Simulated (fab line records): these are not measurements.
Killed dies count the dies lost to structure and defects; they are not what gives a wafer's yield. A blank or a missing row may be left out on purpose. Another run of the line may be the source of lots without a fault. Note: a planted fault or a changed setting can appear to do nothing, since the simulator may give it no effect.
Matching of chambers + flow sky130 + hdpcvd-02 running SKY_CONTACT_HDPCVD_02: 3 sister chambers
The step deposits SiO2, target thk 565 nm, time 94.2 s. 6 wafers are shown with their chamber, then 8 later ones without.

## EACH WAFER AND ITS CHAMBER
| wafer  | chamber | sih4-flow-sccm (sccm) |
|--------|---------|-----------------------|
| L154.5 | 2       | 59.86                 |
| L154.6 | 1       | 59.81                 |
| L157.1 | 0       | 60.02                 |
| L157.3 | 2       | 60.11                 |
| L157.4 | 1       | 59.80                 |
| L158.3 | 0       | 60.07                 |

## WAFERS WHOSE CHAMBER IS MISSING
| wafer  | sih4-flow-sccm (sccm) |
|--------|-----------------------|
| L158.5 | 59.95                 |
| L158.6 | 60.04                 |
| L159.1 | 60.13                 |
| L159.4 | 60.02                 |
| L159.5 | 59.70                 |
| L161.2 | 60.23                 |
| L161.5 | 59.91                 |
| L161.6 | 60.23                 |

## WHICH CHAMBER EACH WENT THROUGH
| wafer  | from the rows above          | in truth |
|--------|------------------------------|----------|
| L158.5 | can't be placed: 2 or 0 or 1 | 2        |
| L158.6 | can't be placed: 0 or 2      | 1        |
| L159.1 | can't be placed: 0 or 2      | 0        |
| L159.4 | can't be placed: 0 or 2 or 1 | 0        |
| L159.5 | can't be placed: 1 or 2      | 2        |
| L161.2 | can't be placed: 0 or 2      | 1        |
| L161.5 | can't be placed: 2 or 1 or 0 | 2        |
| L161.6 | can't be placed: 0 or 2      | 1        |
Correctly placed: 0 of 8. Not placeable from these rows: 8 (in 5, the candidates include the true chamber). Placed wrongly: 0.
How it was worked out, from the rows above alone: a wafer's distance from a chamber is the root of the sum, over the readings, of the square of ((its reading less the chamber's mean) divided by the reading's scatter). The wafer belongs to the nearest chamber; if the next one is less than 2 further off, it can't be placed. Each chamber's mean is taken over the wafers shown for it. The scatter: the root of (the sum of the squares of (reading less its chamber's mean) over the shown wafers, divided by (wafers less chambers)).
